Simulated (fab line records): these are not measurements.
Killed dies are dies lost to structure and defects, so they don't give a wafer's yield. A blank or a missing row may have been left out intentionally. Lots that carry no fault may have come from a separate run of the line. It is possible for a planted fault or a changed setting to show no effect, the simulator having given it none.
fab line records | flow gf180mcu
[record] lots = 5 | wafers = 15 | last-day = 34
route steps=602 shown LVPWELL@58 MVSD@66 MVPSD@78 VT_IMPLANT@90
lots that met no fault: taken from a fault-free run of the same line
start-h: hours from the record's opening day to when the first of the lot's shown wafers began | wait-h: hours from the lot's prior step to this one | " as in the row above | L1.1+2: a single row standing in for several wafers | - either no value or no given start | * or withheld: withheld | < > ~ a bound
route shown NAME@n: names a module that has steps shown in the file, with the first one's number in the route | usual: average and standard deviation across the fault-free wafers | same: alike in all rows | chamber/n: place in a boat | sites: each site's reading | _std_site: standard deviation across them | _edge_site: the outer-site mean with the inner-site mean subtracted | radius-mm: for every site, how far away it sits from the centre of the wafer | mask NAME#n: copy n | behind: the most recent tool/chamber to have shaped the wafer | hold: cause of the lot's hold/its duration in hours/its outcome | device: which transistor (n, p or np) failed to switch | end of line: tests of these same wafers at the route's end | where a step has no rows: the recipe by itself | killed: dies lost to structure and defects at the first sort, not the wafer's yield | map: the dies of a wafer, with x for killed, . for not killed, _ for no die there
set.NAME: the setting as run; set.NAME@STEP: as run at that earlier step | model.NAME: the simulator's own value behind a step, which no gauge read
certain route steps with their lots: each step a table, each wafer a row
services: the hour from which a tool's chamber was out of use, counted from the record's first day as start-h (under 0 if before that day), plus the number of hours and why
[[steps]]
[step GF_LVPWELL_EXPOSE_04]
[recipe] mask-id = LVPWELL | target-cd-nm = 600 | na = 0.6 | source-shape = conventional | sigma-outer = 0.6 | dose-mj = 260
[step GF_LVPWELL_PEB_05]
[recipe] temp-c = 115 | time-s = withheld
[step GF_LVPWELL_DEVELOP_06]
[recipe] wall-angle-deg = 90 | develop-time-s = 60 | dev-temp-c = 23
[step GF_LVPWELL_OVL_MEAS_07]
[usual] LVPWELL_OVL = -0.4/1.1
lot.wafer | tool       | chamber | start-h | wait-h | LVPWELL_OVL[nm]
L257.1    | overlay-01 | -       | 78.53   | -      | -1.5
L257.3    | "          | -       | "       | "      | -0.4
L257.4    | "          | -       | "       | "      | -1.3
L261.2    | overlay-01 | -       | 96.19   | -      | 0.0
L261.4    | "          | -       | "       | "      | -1.0
L261.6    | "          | -       | "       | "      | -1.8
L273.2    | overlay-01 | -       | 158.34  | -      | -1.8
L273.3    | "          | -       | "       | "      | -0.6
L273.6    | "          | -       | "       | "      | -1.8
L277.1    | overlay-01 | -       | 181.88  | -      | -0.1
L277.2    | "          | -       | "       | "      | -0.8
L277.4    | "          | -       | "       | "      | -1.1
L280.1    | overlay-01 | -       | 198.12  | -      | -1.4
L280.4    | "          | -       | "       | "      | -2.4
L280.6    | "          | -       | "       | "      | -1.5
[step GF_LVPWELL_IMPLANT_08]
[recipe] species = B | energy-kev = 170 | dose-cm2 = 1.5e+13 | tilt-deg = 0
[step GF_LVPWELL_IMPLANT_09]
[recipe] species = B | energy-kev = 60 | dose-cm2 = 5e+12 | tilt-deg = 0
[step GF_LVPWELL_STRIP_10]
[recipe] chemistry = O2/N2 | power-w = 1400 | pressure-mtorr = 1500 | platen-temp-c = 250 | o2-flow-sccm = 3000 | n2-flow-sccm = 300 | overash-fraction = 0.5
[usual] drypump-motor-current-A = 5.9/0.59 | heater-power-w = 346/24 | oes-product-au = 0.722/0.0044 | strip-time-to-endpoint-s = 36.97/0.11
[same] overash-fraction = 0.5
lot.wafer | tool            | chamber | start-h | wait-h | drypump-motor-current-A | heater-power-w | oes-product-au | rf-hours-counter-h | strip-time-to-endpoint-s
L257.1    | plasma-asher-03 | 1       | 78.86   | 0.1    | 4.9                     | 353            | 0.717          | 45                 | 36.99
L257.3    | "               | 1       | "       | "      | 4.9                     | 356            | 0.723          | -                  | 37.12
L257.4    | "               | 0       | "       | "      | 6.5                     | 306            | 0.728          | -                  | 36.94
L261.2    | plasma-asher-04 | 0       | 96.52   | 0.1    | 5.7                     | 350            | 0.724          | 33                 | 37.03
L261.4    | "               | 1       | "       | "      | 5.9                     | 334            | 0.724          | -                  | 36.94
L261.6    | "               | 0       | "       | "      | 5.7                     | 341            | 0.731          | -                  | 37.03
L273.2    | plasma-asher-04 | 1       | 158.67  | 0.1    | 5.9                     | 346            | 0.723          | 4                  | 37.11
L273.3    | "               | 0       | "       | "      | 5.7                     | 344            | 0.723          | -                  | 37.08
L273.6    | "               | 1       | "       | "      | 5.8                     | 340            | 0.724          | -                  | 37.13
L277.1    | plasma-asher-01 | 0       | 182.22  | 0.1    | 6.4                     | 349            | 0.727          | 41                 | 36.78
L277.2    | "               | 1       | "       | "      | 6.4                     | 394            | 0.732          | 41                 | 36.87
L277.4    | "               | 1       | "       | "      | 6.4                     | 380            | 0.724          | -                  | 36.81
L280.1    | plasma-asher-03 | 1       | 198.46  | 0.1    | 4.9                     | 364            | 0.716          | 57                 | 36.86
L280.4    | "               | 1       | "       | "      | 4.9                     | 358            | 0.723          | -                  | 36.86
L280.6    | "               | 0       | "       | "      | 6.5                     | 310            | 0.730          | -                  | 36.85
[step GF_LVPWELL_TW_MEAS_11]
[usual] LVPWELL_TW = 557/4.2
lot.wafer | tool          | chamber | start-h | wait-h | LVPWELL_TW
L257.1    | film-metro-01 | -       | 78.96   | 0.1    | 557
L257.3    | "             | -       | "       | "      | 556
L257.4    | "             | -       | "       | "      | 555
L261.2    | film-metro-02 | -       | 96.63   | 0.1    | 561
L261.4    | "             | -       | "       | "      | 561
L261.6    | "             | -       | "       | "      | 566
L273.2    | film-metro-02 | -       | 158.78  | 0.1    | 561
L273.3    | "             | -       | "       | "      | 557
L273.6    | "             | -       | "       | "      | 558
L277.1    | film-metro-03 | -       | 182.32  | 0.1    | 562
L277.2    | "             | -       | "       | "      | 560
L277.4    | "             | -       | "       | "      | 563
L280.1    | film-metro-01 | -       | 198.56  | 0.1    | 554
L280.4    | "             | -       | "       | "      | 557
L280.6    | "             | -       | "       | "      | 550
[step GF_MVSD_DEHYDRATE_00]
[recipe] temp-c = 200 | time-s = 60
[step GF_MVSD_HMDS_01]
[recipe] prime-time-s = 60 | prime-temp-c = 120
[step GF_MVSD_COAT_02]
[recipe] spin-rpm = 2000 | resist-thk-nm = 3000
[step GF_MVSD_SOFTBAKE_03]
[recipe] temp-c = 110 | time-s = withheld
[step GF_MVSD_EXPOSE_04]
[recipe] mask-id = MVSD | target-cd-nm = 1000 | na = 0.6 | source-shape = conventional | sigma-outer = 0.6 | dose-mj = 260
lot.wafer  | tool             | chamber | start-h | wait-h | mask
L257.1+3+4 | iline-stepper-01 | 0       | 85.67   | -      | MVSD#0
L261.2+4+6 | iline-stepper-01 | 0       | 104.27  | -      | MVPSD#0
L273.2+3+6 | iline-stepper-01 | 0       | 166.94  | -      | MVSD#0
L277.1+2+4 | iline-stepper-01 | 0       | 191.18  | -      | MVSD#0
L280.1+4+6 | iline-stepper-02 | 0       | 207.03  | -      | MVSD#0
[step GF_MVSD_PEB_05]
[recipe] temp-c = 115 | time-s = withheld
[step GF_MVSD_DEVELOP_06]
[recipe] wall-angle-deg = 90 | develop-time-s = 60 | dev-temp-c = 23
[step GF_MVSD_OVL_MEAS_07]
[usual] MVSD_OVL = 0.1/1.5
lot.wafer | tool       | chamber | start-h | wait-h | MVSD_OVL[nm]
L257.1    | overlay-01 | -       | 92.56   | -      | -0.6
L257.3    | "          | -       | "       | "      | -0.1
L257.4    | "          | -       | "       | "      | -0.9
L261.2    | overlay-01 | -       | 110.84  | -      | -
L261.4    | "          | -       | "       | "      | -
L261.6    | "          | -       | "       | "      | -
L273.2    | overlay-01 | -       | 174.81  | -      | -0.1
L273.3    | "          | -       | "       | "      | 1.0
L273.6    | "          | -       | "       | "      | 0.9
L277.1    | overlay-01 | -       | 198.77  | -      | 0.3
L277.2    | "          | -       | "       | "      | 1.9
L277.4    | "          | -       | "       | "      | 1.1
L280.1    | overlay-02 | -       | 215.17  | -      | -1.3
L280.4    | "          | -       | "       | "      | -1.7
L280.6    | "          | -       | "       | "      | -1.0
[step GF_MVSD_IMPLANT_08]
[recipe] species = P | energy-kev = 400 | dose-cm2 = 1.6e+13 | tilt-deg = 0
[step GF_MVSD_IMPLANT_09]
[recipe] species = P | energy-kev = 100 | dose-cm2 = 5e+12 | tilt-deg = 0
[step GF_MVSD_STRIP_10]
[recipe] chemistry = O2/N2 | power-w = 1400 | pressure-mtorr = 1500 | platen-temp-c = 250 | o2-flow-sccm = 3000 | n2-flow-sccm = 300 | overash-fraction = 0.5
[usual] drypump-motor-current-A = 5.9/0.59 | heater-power-w = 344/27 | oes-product-au = 0.722/0.0045 | strip-time-to-endpoint-s = 36.95/0.12
[same] overash-fraction = 0.5
lot.wafer | tool            | chamber | start-h | wait-h | drypump-motor-current-A | heater-power-w | oes-product-au | rf-hours-counter-h | strip-time-to-endpoint-s
L257.1    | plasma-asher-01 | 0       | 92.90   | 0.1    | 6.4                     | 351            | 0.726          | 32                 | 37.01
L257.3    | "               | 1       | "       | "      | 6.4                     | 394            | 0.725          | -                  | 37.03
L257.4    | "               | 0       | "       | "      | 6.4                     | 346            | 0.718          | -                  | 37.08
L261.2    | plasma-asher-03 | 0       | 111.17  | 0.1    | 6.5                     | 306            | 0.728          | 48                 | 36.98
L261.4    | "               | 0       | "       | "      | 6.5                     | 304            | 0.723          | -                  | 37.03
L261.6    | "               | 0       | "       | "      | 6.5                     | 304            | 0.730          | -                  | 36.89
L273.2    | plasma-asher-01 | 0       | 175.14  | 0.1    | 6.5                     | 346            | 0.727          | 40                 | 36.78
L273.3    | "               | 1       | "       | "      | 6.4                     | 383            | 0.729          | -                  | 36.72
L273.6    | "               | 0       | "       | "      | 6.5                     | 357            | 0.713          | -                  | 36.67
L277.1    | plasma-asher-03 | 0       | 199.11  | 0.1    | 6.5                     | 309            | 0.720          | 57                 | 37.02
L277.2    | "               | 1       | "       | "      | 4.9                     | 347            | 0.729          | 57                 | 37.00
L277.4    | "               | 0       | "       | "      | 6.5                     | 309            | 0.729          | -                  | 36.92
L280.1    | plasma-asher-02 | 0       | 215.51  | 0.1    | 5.4                     | 323            | 0.725          | 64                 | 37.02
L280.4    | "               | 1       | "       | "      | 5.6                     | 320            | 0.728          | -                  | 36.82
L280.6    | "               | 0       | "       | "      | 5.4                     | 329            | 0.719          | -                  | 36.96
[step GF_MVSD_TW_MEAS_11]
[usual] MVSD_TW = 1573/8.8
lot.wafer | tool          | chamber | start-h | wait-h | MVSD_TW
L257.1    | film-metro-02 | -       | 93.00   | 0.1    | 1583
L257.3    | "             | -       | "       | "      | 1581
L257.4    | "             | -       | "       | "      | 1584
L261.2    | film-metro-03 | -       | 111.28  | 0.1    | 30
L261.4    | "             | -       | "       | "      | 30
L261.6    | "             | -       | "       | "      | 30
L273.2    | film-metro-01 | -       | 175.25  | 0.1    | 1572
L273.3    | "             | -       | "       | "      | 1576
L273.6    | "             | -       | "       | "      | 1574
L277.1    | film-metro-03 | -       | 199.21  | 0.1    | 1573
L277.2    | "             | -       | "       | "      | 1576
L277.4    | "             | -       | "       | "      | 1571
L280.1    | film-metro-01 | -       | 215.61  | 0.1    | 1569
L280.4    | "             | -       | "       | "      | 1569
L280.6    | "             | -       | "       | "      | 1568
[step GF_MVPSD_DEHYDRATE_00]
[recipe] temp-c = 200 | time-s = 60
[step GF_MVPSD_HMDS_01]
[recipe] prime-time-s = 60 | prime-temp-c = 120
[step GF_MVPSD_COAT_02]
[recipe] spin-rpm = 2000 | resist-thk-nm = 3000
[step GF_MVPSD_SOFTBAKE_03]
[recipe] temp-c = 110 | time-s = withheld
[step GF_MVPSD_EXPOSE_04]
[recipe] mask-id = MVPSD | target-cd-nm = 1000 | na = 0.6 | source-shape = conventional | sigma-outer = 0.6 | dose-mj = 260
[step GF_MVPSD_PEB_05]
[recipe] temp-c = 115 | time-s = withheld
[step GF_MVPSD_DEVELOP_06]
[recipe] wall-angle-deg = 90 | develop-time-s = 60 | dev-temp-c = 23
[step GF_MVPSD_OVL_MEAS_07]
[usual] MVPSD_OVL = -0.3/1.3
lot.wafer | tool       | chamber | start-h | wait-h | MVPSD_OVL[nm]
L257.1    | overlay-01 | -       | 107.48  | -      | 1.3
L257.3    | "          | -       | "       | "      | -0.1
L257.4    | "          | -       | "       | "      | 2.0
L261.2    | overlay-02 | -       | 126.07  | -      | -1.5
L261.4    | "          | -       | "       | "      | -0.9
L261.6    | "          | -       | "       | "      | 0.1
L273.2    | overlay-02 | -       | 192.01  | -      | 1.3
L273.3    | "          | -       | "       | "      | -0.8
L273.6    | "          | -       | "       | "      | 1.1
L277.1    | overlay-02 | -       | 215.91  | -      | 0.1
L277.2    | "          | -       | "       | "      | 0.6
L277.4    | "          | -       | "       | "      | -0.2
L280.1    | overlay-02 | -       | 233.71  | -      | 0.2
L280.4    | "          | -       | "       | "      | 0.8
L280.6    | "          | -       | "       | "      | -0.1
[step GF_MVPSD_IMPLANT_08]
[recipe] species = B | energy-kev = 170 | dose-cm2 = 1.5e+13 | tilt-deg = 0
[step GF_MVPSD_IMPLANT_09]
[recipe] species = B | energy-kev = 40 | dose-cm2 = 5e+12 | tilt-deg = 0
[step GF_MVPSD_STRIP_10]
[recipe] chemistry = O2/N2 | power-w = 1400 | pressure-mtorr = 1500 | platen-temp-c = 250 | o2-flow-sccm = 3000 | n2-flow-sccm = 300 | overash-fraction = 0.5
[usual] drypump-motor-current-A = 5.7/0.42 | heater-power-w = 335/17 | oes-product-au = 0.723/0.0041 | strip-time-to-endpoint-s = 36.98/0.11
[same] overash-fraction = 0.5
lot.wafer | tool            | chamber | start-h | wait-h | drypump-motor-current-A | heater-power-w | oes-product-au | rf-hours-counter-h | strip-time-to-endpoint-s
L257.1    | plasma-asher-02 | 1       | 107.82  | 0.1    | 5.6                     | 319            | 0.719          | 52                 | 37.00
L257.3    | "               | 1       | "       | "      | 5.6                     | 325            | 0.724          | -                  | 37.12
L257.4    | "               | 0       | "       | "      | 5.4                     | 336            | 0.723          | -                  | 36.98
L261.2    | plasma-asher-03 | 1       | 126.40  | 0.1    | 4.9                     | 356            | 0.726          | 49                 | 36.91
L261.4    | "               | 1       | "       | "      | 5.0                     | 367            | 0.725          | -                  | 37.04
L261.6    | "               | 0       | "       | "      | 6.5                     | 310            | 0.722          | -                  | 36.93
L273.2    | plasma-asher-03 | 0       | 192.34  | 0.1    | 6.5                     | 303            | 0.725          | 56                 | 37.00
L273.3    | "               | 1       | "       | "      | 4.9                     | 354            | 0.720          | -                  | 36.99
L273.6    | "               | 1       | "       | "      | 4.9                     | 359            | 0.725          | -                  | 37.07
L277.1    | plasma-asher-03 | 0       | 216.24  | 0.1    | 6.5                     | 308            | 0.721          | 58                 | 37.12
L277.2    | "               | 1       | "       | "      | 4.9                     | 359            | 0.729          | 58                 | 37.22
L277.4    | "               | 1       | "       | "      | 4.9                     | 352            | 0.725          | -                  | 37.09
L280.1    | plasma-asher-02 | 0       | 234.04  | 0.1    | 5.4                     | 334            | 0.725          | 66                 | 36.98
L280.4    | "               | 0       | "       | "      | 5.4                     | 326            | 0.721          | -                  | 36.96
L280.6    | "               | 1       | "       | "      | 5.6                     | 325            | 0.713          | -                  | 36.93
[step GF_MVPSD_TW_MEAS_11]
[usual] MVPSD_TW = 551/3.2
lot.wafer | tool          | chamber | start-h | wait-h | MVPSD_TW
L257.1    | film-metro-02 | -       | 107.92  | 0.1    | 554
L257.3    | "             | -       | "       | "      | 558
L257.4    | "             | -       | "       | "      | 554
L261.2    | film-metro-02 | -       | 126.51  | 0.1    | 1601
L261.4    | "             | -       | "       | "      | 1599
L261.6    | "             | -       | "       | "      | 1608
L273.2    | film-metro-03 | -       | 192.45  | 0.1    | 549
L273.3    | "             | -       | "       | "      | 553
L273.6    | "             | -       | "       | "      | 554
L277.1    | film-metro-03 | -       | 216.34  | 0.1    | 546
L277.2    | "             | -       | "       | "      | 551
L277.4    | "             | -       | "       | "      | 549
L280.1    | film-metro-03 | -       | 234.14  | 0.1    | 551
L280.4    | "             | -       | "       | "      | 549
L280.6    | "             | -       | "       | "      | 550
[step GF_VT_IMPLANT_DEHYDRATE_00]
[recipe] temp-c = 200 | time-s = 60
[[services]]
tool             | chamber | start-h | hours | kind
iline-stepper-01 | -       | 105.11  | 1.7   | pm
plasma-asher-04  | -       | 108.80  | 9.0   | pm
plasma-asher-04  | 0       | 108.80  | 9.0   | vent-cycle
plasma-asher-04  | 1       | 108.80  | 9.0   | vent-cycle
iline-stepper-02 | -       | 111.09  | 1.7   | pm
iline-stepper-01 | 0       | 111.35  | -     | calibration
plasma-asher-04  | 0       | 117.80  | -     | clean
plasma-asher-04  | 1       | 117.80  | -     | clean
plasma-asher-03  | -       | 121.37  | 2.8   | pm
plasma-asher-01  | -       | 134.27  | 1.2   | repair
iline-stepper-02 | -       | 141.20  | 0.8   | repair
iline-stepper-02 | 0       | 212.20  | -     | calibration
plasma-asher-01  | -       | 220.75  | 2.3   | repair
[[key]]
[first-sign] step = GF_MVSD_EXPOSE_04 | reading = mask | direction = changed
[effect] step = GF_MVSD_OVL_MEAS_07 | reading = MVSD_OVL | direction = missing
[effect] step = GF_MVSD_TW_MEAS_11 | reading = MVSD_TW | direction = down | sigmas = 99+ | usual = 1573 | struck = 30
[effect] step = GF_MVPSD_TW_MEAS_11 | reading = MVPSD_TW | direction = up | sigmas = 99+ | usual = 551 | struck = 1603
met-at GF_MVSD_EXPOSE_04
struck-wafers L261.2,L261.4,L261.6
sort-left-out L261.2,L261.4,L261.6
tester-left-out L261
onset-between 85.67 104.27
[fault] kind = wrong-mask | tool = any | chamber = - | onset-h = 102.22 | steps = GF_MVSD_EXPOSE_04 | aux-copy = MVPSD#0 | scope = struck-lots-only
// tester-left-out: of these lots the tester's yield and bins aren't shown, on N5 and GAA mostly nor the transistor test; their killed dies are dies lost to structure and defects alone, not to doping, threshold or leakage, so they don't give the yield
// sort-left-out: the simulated sort isn't trusted on such a fault, so these wafers' sort isn't shown, and their yield isn't known
